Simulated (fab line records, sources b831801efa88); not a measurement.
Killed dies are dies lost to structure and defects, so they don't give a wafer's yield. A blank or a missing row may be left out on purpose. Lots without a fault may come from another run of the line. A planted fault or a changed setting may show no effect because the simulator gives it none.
A struck lot beside a sound one | flow gf180mcu | 14 steps out of a route of 602
Sound: wafers L597.2, L597.3, L597.4. Struck: wafers L601.1, L601.2, L601.3. The cause comes at the end.
At each step with rows: each side's tool, then ch and its chambers, then its first start. Under that, the readings that differ: sound wafers | struck wafers | difference of the means | sigmas: that difference in standard deviations of wafers without a fault.
alike: readings whose means differ by less than 2 such deviations, and words and numbers that are the same on both sides. not compared: withheld readings, readings that some wafer has no value for, bounds like >300 that may hide the same value, and numbers for which the record gives no deviation and whose values overlap.
The two part at a step that has a row with sigmas, a row that says differs or no value, or rows on one side only. Numbers that don't overlap but have no deviation are shown without sigmas and don't part them. A reading that every wafer of one side lacks parts them only if that side has two wafers or more.

first, 1 step without rows for these wafers: GF_LVPWELL_DEVELOP_06 (develop time 60 s).
GF_LVPWELL_OVL_MEAS_07:
  sound on overlay-01, day 4 20:02; struck on overlay-01, day 5 22:14
  alike: LVPWELL_OVL
then, 2 steps without rows for these wafers: GF_LVPWELL_IMPLANT_08; GF_LVPWELL_IMPLANT_09.
GF_LVPWELL_STRIP_10: strips in O2/N2.
  sound on plasma_asher-04 ch 0,1, day 4 20:22; struck on plasma_asher-03 ch 0,1, day 5 22:38
  reading                     | sound       | struck      | difference | sigmas
  drypump_motor_current_A (A) | 4.9 5.4 4.9 | 6.3 6.4 6.3 | +1.3       | +2
  alike: heater_power_w, oes_product_au, strip_time_to_endpoint_s
  not compared: rf_hours_counter_h
GF_LVPWELL_TW_MEAS_11:
  sound on film_metro-01, day 4 20:29; struck on film_metro-01, day 5 22:54
  alike: LVPWELL_TW
then, 6 steps without rows for these wafers: GF_MVSD_DEHYDRATE_00 (time 60 s); GF_MVSD_HMDS_01 (prime time 60 s); GF_MVSD_COAT_02 (resist thk 3000 nm); GF_MVSD_SOFTBAKE_03; GF_MVSD_EXPOSE_04 (exposes mask MVSD, target cd 1000 nm); GF_MVSD_PEB_05.
GF_MVSD_DEVELOP_06: develop time 60 s.
  sound on litho_track-02 ch 0, day 5 10:00; struck on litho_track-02, day 6 13:00
  no value came back on the struck wafers for chill_plate_temp_C (C), develop_time_s (s), developer_temp_C (C); on the sound wafers chill_plate_temp_C (C) reads 23.08 23.06 23.14
GF_MVSD_OVL_MEAS_07:
  sound on overlay-01, day 5 10:26; struck on overlay-02, day 6 13:47
  reading       | sound       | struck | difference                    | sigmas
  MVSD_OVL (nm) | 2.2 2.9 2.0 | - - -  | no value on the struck wafers |

WHERE THEY PART
First at GF_LVPWELL_STRIP_10; last, within this record, at GF_MVSD_OVL_MEAS_07.

WHY: what the simulator had put in
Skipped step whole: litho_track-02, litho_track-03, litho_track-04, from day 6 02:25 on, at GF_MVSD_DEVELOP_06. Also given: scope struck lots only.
